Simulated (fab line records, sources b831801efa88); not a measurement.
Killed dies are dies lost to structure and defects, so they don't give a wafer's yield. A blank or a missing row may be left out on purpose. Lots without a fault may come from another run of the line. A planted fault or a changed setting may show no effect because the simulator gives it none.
fab line records | flow sky130
record lots=7 wafers=21 last_day=49
route steps=708 shown VT_ADJUST_HVTP@93 VT_ADJUST_LVTN@97 PAD_OPEN@708
lots that met no fault: from a run of the same line without faults
start_h: hours from the record's first day to the start of the lot's first wafer shown | wait_h: hours since the lot's step before | " the same as in the row above | L1.1+2: a row that stands for several wafers | - no value, or no start given | * or withheld: withheld | < > ~ a bound
route shown NAME@n: a module of which the file shows steps, and the number in the route of the first | usual: mean/standard deviation of fault-free wafers | same: alike in all rows | chamber/n: place in a boat | sites: the reading at each site | _std_site: their standard deviation | _edge_site: outer sites' mean less inner sites' | radius_mm: how far each site lies from the wafer's centre | mask NAME#n: copy n | behind: the tool/chamber that last shaped the wafer | hold: why the lot was held/for how many hours/how that ended | device: the transistor (n, p or np) that didn't switch | end of line: the same wafers' tests at the end of the route | a step without rows: its recipe alone | killed: dies lost to structure and defects at the first sort, not the wafer's yield | map: a wafer's dies, x killed, . not, _ none there
set.NAME: the setting as run; set.NAME@STEP: as run at that earlier step | model.NAME: the simulator's own value behind a step, which no gauge read
lots at some steps of the route; a table a step, a row a wafer
services: from which hour (start_h, from the record's first day; less than 0 if before it) a tool's chamber was out of use, for how many hours, and why
## steps
# step SKY_VT_ADJUST_HVTP_OVL_MEAS_08
# usual VT_ADJUST_HVTP_OVL=0.5/1.3
# columns lot.wafer tool chamber start_h wait_h VT_ADJUST_HVTP_OVL[nm]
L560.2 overlay-01 - 130.50 0.1 3.4
L560.3 " - " " 1.5
L560.5 " - " " 1.2
L567.1 overlay-01 - 169.34 0.1 0.6
L567.3 " - " " 0.0
L567.4 " - " " 0.8
L568.1 overlay-01 - 173.44 0.1 -0.6
L568.3 " - " " -0.9
L568.5 " - " " -0.2
L569.2 overlay-02 - 177.42 0.1 1.0
L569.3 " - " " 4.0
L569.5 " - " " 2.6
L575.1 overlay-01 - 220.16 0.1 0.8
L575.2 " - " " -1.0
L575.3 " - " " -0.2
L578.3 overlay-01 - 230.82 0.1 1.1
L578.4 " - " " 1.6
L578.5 " - " " 0.7
L580.3 overlay-01 - 245.11 0.1 -1.9
L580.4 " - " " -1.4
L580.6 " - " " 1.3
# step SKY_VT_ADJUST_HVTP_IMPLANT_09
# recipe species=As energy_kev=150 dose_cm2=4.3e+12 tilt_deg=withheld
# step SKY_VT_ADJUST_HVTP_STRIP_10
# recipe chemistry=O2/N2 power_w=1400 pressure_mtorr=1500 platen_temp_c=withheld o2_flow_sccm=3000 n2_flow_sccm=300 overash_fraction=0.5
# usual drypump_motor_current_A=5.70/0.25 oes_product_au=0.716/0.0043 strip_time_to_endpoint_s=14.17/0.044
# columns lot.wafer tool chamber start_h wait_h drypump_motor_current_A oes_product_au rf_hours_counter_h strip_time_to_endpoint_s
L560.2 plasma_asher-04 0 130.68 0.1 5.67 0.722 1 14.16
L560.3 " 1 " " 5.85 0.714 - 14.16
L560.5 " 1 " " 5.87 0.723 - 14.21
L567.1 plasma_asher-02 1 169.53 0.1 5.34 0.722 51 14.18
L567.3 " 0 " " 5.74 0.706 - 14.21
L567.4 " 1 " " 5.33 0.712 - 14.21
L568.1 plasma_asher-04 1 173.63 0.1 5.86 0.716 4 14.20
L568.3 " 0 " " 5.70 0.716 - 14.20
L568.5 " 0 " " 5.74 0.712 - 14.21
L569.2 plasma_asher-01 0 177.60 0.1 5.43 0.722 48 14.11
L569.3 " 0 " " 5.39 0.715 - 14.15
L569.5 " 0 " " 5.44 0.715 - 14.14
L575.1 plasma_asher-01 0 220.35 0.1 5.42 0.719 52 14.11
L575.2 " 1 " " 6.01 0.712 52 14.13
L575.3 " 1 " " 6.01 0.708 - 14.09
L578.3 plasma_asher-01 1 231.03 0.1 6.00 0.713 - 14.12
L578.4 " 0 " " 5.40 0.712 - 14.13
L578.5 " 1 " " 5.98 0.720 - 14.12
L580.3 plasma_asher-01 0 245.31 0.1 5.40 0.721 - 14.21
L580.4 " 1 " " 6.00 0.711 - 14.20
L580.6 " 0 " " 5.43 0.716 - 14.19
# step SKY_VT_ADJUST_HVTP_TW_MEAS_11
# usual VT_ADJUST_HVTP_TW=1353/7.8
# columns lot.wafer tool chamber start_h wait_h VT_ADJUST_HVTP_TW
L560.2 film_metro-04 - 130.79 0.1 1351
L560.3 " - " " 1347
L560.5 " - " " 1346
L567.1 film_metro-01 - 169.63 0.1 1348
L567.3 " - " " 1351
L567.4 " - " " 1351
L568.1 film_metro-04 - 173.73 0.1 1349
L568.3 " - " " 1349
L568.5 " - " " 1352
L569.2 film_metro-03 - 177.71 0.1 1363
L569.3 " - " " 1361
L569.5 " - " " 1367
L575.1 film_metro-03 - 220.45 0.1 1357
L575.2 " - " " 1360
L575.3 " - " " 1359
L578.3 film_metro-03 - 231.12 0.1 1354
L578.4 " - " " 1359
L578.5 " - " " 1350
L580.3 film_metro-04 - 245.40 0.1 1349
L580.4 " - " " 1348
L580.6 " - " " 1354
# step SKY_VT_ADJUST_LVTN_DEHYDRATE_00
# recipe temp_c=200 time_s=60
# step SKY_VT_ADJUST_LVTN_HMDS_01
# recipe prime_time_s=60 prime_temp_c=120
# step SKY_VT_ADJUST_LVTN_COAT_02
# recipe spin_rpm=2000 resist_thk_nm=3000
# step SKY_VT_ADJUST_LVTN_SOFTBAKE_03
# recipe temp_c=110 time_s=withheld
# step SKY_VT_ADJUST_LVTN_EXPOSE_04
# recipe mask_id=NWM_COMPLEMENT_LESS_NATIVE na=0.6 source_shape=conventional sigma_outer=0.6 polarization=unpolarized target_cd_nm=840 dose_mj=194
# step SKY_VT_ADJUST_LVTN_PEB_05
# recipe temp_c=115 time_s=withheld
# step SKY_VT_ADJUST_LVTN_DEVELOP_06
# recipe wall_angle_deg=90 developer=TMAH develop_time_s=60 dev_temp_c=23
# step SKY_VT_ADJUST_LVTN_OVL_MEAS_07
# usual VT_ADJUST_LVTN_OVL=0.8/1.2
# columns lot.wafer tool chamber start_h wait_h VT_ADJUST_LVTN_OVL[nm]
L560.2 overlay-01 - 150.00 - 2.8
L560.3 " - " " 0.3
L560.5 " - " " 1.7
L567.1 overlay-01 - 190.99 - 0.7
L567.3 " - " " 1.1
L567.4 " - " " -1.1
L568.1 overlay-02 - 194.34 - 0.4
L568.3 " - " " -0.1
L568.5 " - " " -1.1
L569.2 overlay-01 - 199.45 - 4.2
L569.3 " - " " 2.6
L569.5 " - " " 2.6
L575.1 overlay-02 - 243.94 - 0.6
L575.2 " - " " 1.7
L575.3 " - " " 0.1
L578.3 overlay-02 - 254.55 - -1.9
L578.4 " - " " 1.1
L578.5 " - " " -0.5
L580.3 overlay-02 - 269.05 - 0.0
L580.4 " - " " 0.0
L580.6 " - " " -0.1
# step SKY_VT_ADJUST_LVTN_IMPLANT_08
# recipe species=B energy_kev=30 dose_cm2=1.57e+12 tilt_deg=withheld
# usual dose_ions_cm2=1.57e+12/1.9e+09 faraday_current_uA=8.88/0.18
# same implant_ion_amu=11
# columns lot.wafer tool chamber start_h wait_h dose_ions_cm2 faraday_current_uA
L560.2 implanter-04 0 150.05 0.0 1.5711e+12 8.62
L560.3 " 0 " " 1.5694e+12 8.83
L560.5 " 0 " " 1.5695e+12 8.60
L567.1 implanter-04 0 191.03 0.0 1.584e+11 0.88
L567.3 " 0 " " 1.581e+11 0.90
L567.4 " 0 " " 1.585e+11 0.91
L568.1 implanter-04 0 194.38 0.0 1.572e+11 0.86
L568.3 " 0 " " 1.56e+11 0.90
L568.5 " 0 " " 1.572e+11 0.90
L569.2 implanter-04 0 199.50 0.0 1.562e+11 0.92
L569.3 " 0 " " 1.57e+11 0.88
L569.5 " 0 " " 1.552e+11 0.90
L575.1 implanter-01 0 243.98 0.0 1.5706e+12 8.71
L575.2 " 0 " " 1.5703e+12 9.03
L575.3 " 0 " " 1.5694e+12 8.83
L578.3 implanter-03 0 254.63 0.1 1.569e+12 9.04
L578.4 " 0 " " 1.5663e+12 8.81
L578.5 " 0 " " 1.5662e+12 8.90
L580.3 implanter-03 0 269.13 0.1 1.5681e+12 8.88
L580.4 " 0 " " 1.5688e+12 8.51
L580.6 " 0 " " 1.5691e+12 9.15
# step SKY_VT_ADJUST_LVTN_STRIP_09
# recipe chemistry=O2/N2 power_w=1400 pressure_mtorr=1500 platen_temp_c=withheld o2_flow_sccm=3000 n2_flow_sccm=300 overash_fraction=0.5
# usual drypump_motor_current_A=5.71/0.25 oes_product_au=0.722/0.0047 strip_time_to_endpoint_s=36.94/0.085
# columns lot.wafer tool chamber start_h wait_h drypump_motor_current_A oes_product_au rf_hours_counter_h strip_time_to_endpoint_s
L560.2 plasma_asher-02 1 150.18 0.1 5.34 0.725 49 36.92
L560.3 " 1 " " 5.33 0.721 - 37.04
L560.5 " 0 " " 5.76 0.724 - 37.13
L567.1 plasma_asher-04 0 191.18 0.1 5.68 0.729 6 36.99
L567.3 " 1 " " 5.88 0.729 - 37.00
L567.4 " 0 " " 5.70 0.721 - 37.07
L568.1 plasma_asher-02 1 194.53 0.1 5.34 0.724 54 36.89
L568.3 " 0 " " 5.76 0.735 - 36.94
L568.5 " 1 " " 5.35 0.729 - 36.95
L569.2 plasma_asher-04 1 199.63 0.1 5.86 0.727 7 36.91
L569.3 " 0 " " 5.70 0.722 - 36.99
L569.5 " 0 " " 5.71 0.725 - 36.96
L575.1 plasma_asher-04 0 244.13 0.1 5.68 0.718 11 36.91
L575.2 " 1 " " 5.85 0.721 11 36.89
L575.3 " 0 " " 5.71 0.723 - 36.95
L578.3 plasma_asher-04 1 254.76 0.1 5.83 0.717 - 36.93
L578.4 " 0 " " 5.67 0.716 - 36.89
L578.5 " 0 " " 5.68 0.729 - 36.97
L580.3 plasma_asher-02 1 269.26 0.1 5.35 0.716 - 36.99
L580.4 " 0 " " 5.75 0.716 - 37.03
L580.6 " 0 " " 5.75 0.726 - 36.98
# step SKY_VT_ADJUST_LVTN_TW_MEAS_10
# usual VT_ADJUST_LVTN_TW=241.6/1.2
# columns lot.wafer tool chamber start_h wait_h hold VT_ADJUST_LVTN_TW
L560.2 film_metro-02 - 150.29 0.1 - 242.5
L560.3 " - " " - 242.3
L560.5 " - " " - 242.7
L567.1 film_metro-01 - 191.28 0.1 await_dispo/0.2h/release 129.4
L567.3 " - " " await_dispo/0.2h/release 130.7
L567.4 " - " " await_dispo/0.2h/release 129.9
L567.1 film_metro-01 - 191.50 0.2 - 129.5
L567.3 " - " " - 129.7
L567.4 " - " " - 130.0
L568.1 film_metro-02 - 194.63 0.1 await_dispo/0.2h/release 128.3
L568.3 " - " " await_dispo/0.2h/release 129.6
L568.5 " - " " await_dispo/0.2h/release 127.6
L568.1 film_metro-02 - 194.85 0.2 - 128.4
L568.3 " - " " - 129.8
L568.5 " - " " - 128.2
L569.2 film_metro-01 - 199.74 0.1 await_dispo/0.2h/release 126.8
L569.3 " - " " await_dispo/0.2h/release 126.9
L569.5 " - " " await_dispo/0.2h/release 126.5
L569.2 film_metro-01 - 200.01 0.3 - 126.2
L569.3 " - " " - 126.9
L569.5 " - " " - 126.0
L575.1 film_metro-01 - 244.23 0.1 - 242.0
L575.2 " - " " - 242.5
L575.3 " - " " - 242.9
L578.3 film_metro-03 - 254.85 0.1 - 241.7
L578.4 " - " " - 242.6
L578.5 " - " " - 243.0
L580.3 film_metro-01 - 269.35 0.1 - 239.1
L580.4 " - " " - 239.6
L580.6 " - " " - 241.3
# step SKY_PAD_OPEN_PROBE_99
# usual defect_limited_yield=82.3/2 killed_at_M0_to_M3=44/7 killed_at_M4_up=3.1/1.8 killed_at_contacts=25/5.1 killed_at_front_end=15/4.3 killed_at_other=0.3/0.61 killed_dies=87/9.8 killed_open=48/7 killed_short=38/6.3 sort_bin_3_pad_short=0.9/0.39 sort_bin_5_function=10.3/1.5 sort_bin_6_memory=6.5/1.2 sort_n_pass=405/9.8 sort_yield_pct=82.3/2
# same gross_dies=492 killed_at_back_side=0 sort_bin_4_leakage[%]=0 sort_bin_8_speed[%]=0
# columns lot.wafer tool chamber start_h wait_h defect_limited_yield[%] killed_at_M0_to_M3 killed_at_M4_up killed_at_contacts killed_at_front_end killed_at_other killed_dies killed_open killed_short sort_bin_3_pad_short[%] sort_bin_5_function[%] sort_bin_6_memory[%] sort_n_pass sort_yield_pct[%]
L560.2 prober-02 - 1080.55 0.1 85.0 39 2 22 11 0 74 41 33 1.0 8.5 5.5 418 85.0
L560.3 prober-02 - 1080.60 0.2 81.7 46 0 25 18 1 90 61 28 0.2 12.4 5.7 402 81.7
L560.5 prober-02 - 1080.70 0.2 81.1 51 5 19 17 1 93 50 42 0.8 11.0 7.1 399 81.1
L578.3 prober-02 - 1172.29 0.2 81.9 50 6 21 12 0 89 48 41 0.6 11.4 6.1 403 81.9
L578.4 prober-02 - 1172.34 0.2 82.3 40 0 29 18 0 87 47 40 1.0 10.4 6.3 405 82.3
L578.5 prober-02 - 1172.39 0.2 83.9 36 1 26 16 0 79 53 26 1.0 8.3 6.7 413 83.9
L580.3 prober-02 - 1186.10 0.2 81.5 45 4 27 14 1 91 61 30 0.8 11.2 6.5 401 81.5
L580.4 prober-02 - 1186.15 0.2 83.5 41 3 24 13 0 81 42 39 0.8 9.8 5.9 411 83.5
L580.6 prober-02 - 1186.25 0.2 84.6 39 1 22 14 0 76 39 37 0.4 10.0 5.1 416 84.6
# killed by level:class
L560.2 VIA3:geometric_particle:open=10 METAL2:geometric_particle:short=8 CONTACT:geometric_particle:open=7 LI_CONTACT:geometric_particle:open=6 FIELD_ISO:geometric_particle:short=4 LI_CONTACT:geometric_particle:short=4 VIA1:geometric_particle:open=4 VIA2:geometric_particle:open=4
L560.3 CONTACT:geometric_particle:open=14 VIA2:geometric_particle:open=11 FIELD_ISO:geometric_particle:open=9 VIA1:geometric_particle:open=8 VIA3:geometric_particle:open=8 LOCAL_INTERCONNECT:geometric_particle:short=5 VIA3:geometric_particle:short=5 METAL1:geometric_particle:short=4
L560.5 VIA1:geometric_particle:open=9 VIA2:geometric_particle:open=8 LI_CONTACT:geometric_particle:open=7 VIA3:geometric_particle:open=7 METAL2:geometric_particle:short=6 VIA1:geometric_particle:short=6 FIELD_ISO:geometric_particle:open=5 FIELD_ISO:geometric_particle:short=5
L578.3 VIA1:geometric_particle:open=9 CONTACT:geometric_particle:short=8 LI_CONTACT:geometric_particle:open=8 METAL1:geometric_particle:short=7 VIA3:geometric_particle:open=6 VIA2:geometric_particle:open=6 POLY_GATE:geometric_particle:short=5 METAL1:geometric_particle:open=5
L578.4 LI_CONTACT:geometric_particle:open=9 VIA1:geometric_particle:open=9 VIA3:geometric_particle:open=8 CONTACT:geometric_particle:open=7 CONTACT:geometric_particle:short=7 METAL1:geometric_particle:short=7 FIELD_ISO:geometric_particle:short=6 POLY_GATE:geometric_particle:open=4
L578.5 CONTACT:geometric_particle:open=11 VIA1:geometric_particle:open=8 VIA2:geometric_particle:open=7 LI_CONTACT:geometric_particle:open=6 POLY_GATE:geometric_particle:open=6 VIA3:geometric_particle:open=5 POLY_GATE:geometric_particle:short=4 FIELD_ISO:geometric_particle:open=3
L580.3 CONTACT:geometric_particle:open=10 VIA2:geometric_particle:open=10 VIA3:geometric_particle:open=9 LI_CONTACT:geometric_particle:open=8 VIA1:geometric_particle:open=7 METAL2:geometric_particle:short=6 POLY_GATE:geometric_particle:open=4 LOCAL_INTERCONNECT:geometric_particle:short=4
L580.4 CONTACT:geometric_particle:open=12 VIA1:geometric_particle:open=10 METAL2:geometric_particle:short=9 METAL1:geometric_particle:short=6 CONTACT:geometric_particle:short=5 FIELD_ISO:geometric_particle:short=4 POLY_GATE:geometric_particle:open=4 LI_CONTACT:geometric_particle:open=4
L580.6 VIA1:geometric_particle:open=8 CONTACT:geometric_particle:open=7 METAL2:geometric_particle:short=7 POLY_GATE:geometric_particle:short=6 LI_CONTACT:geometric_particle:open=6 VIA3:geometric_particle:open=6 METAL1:geometric_particle:short=5 CONTACT:geometric_particle:short=5
## services
# columns tool chamber start_h hours kind
plasma_asher-04 - 108.81 9.0 pm
plasma_asher-04 0 108.81 9.0 vent_cycle
plasma_asher-04 1 108.81 9.0 vent_cycle
implanter-01 - 111.53 1.2 repair
plasma_asher-04 0 117.81 - clean
plasma_asher-04 1 117.81 - clean
implanter-03 - 147.37 5.5 repair
plasma_asher-04 - 164.77 7.4 repair
implanter-03 - 190.62 6.8 repair
plasma_asher-02 - 257.80 2.0 repair
## key
first_sign step=SKY_VT_ADJUST_LVTN_IMPLANT_08 reading=dose_ions_cm2 direction=down sigmas=99+ usual=* struck=*
effect step=SKY_VT_ADJUST_LVTN_IMPLANT_08 reading=faraday_current_uA direction=down sigmas=44 usual=8.88 struck=0.90
effect step=SKY_VT_ADJUST_LVTN_TW_MEAS_10 reading=visit direction=added
effect step=SKY_VT_ADJUST_LVTN_TW_MEAS_10 reading=VT_ADJUST_LVTN_TW direction=down sigmas=96 usual=241.6 struck=128.4
met_at SKY_VT_ADJUST_LVTN_IMPLANT_08
struck_wafers L567.1,L567.3,L567.4,L568.1,L568.3,L568.5,L569.2,L569.3,L569.5
scrapped_behind SKY_VT_ADJUST_LVTN_TW_MEAS_10 L567.1,L567.3,L567.4,L568.1,L568.3,L568.5,L569.2,L569.3,L569.5
onset_between 150.05 191.03
fault kind=process_parameter_drift tool=implanter-04 chamber=- onset_h=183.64 steps=SKY_VT_ADJUST_LVTN_IMPLANT_08 channel=dose_cm2 offset=* shape=step end_h=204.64 acts_in=* stated=*
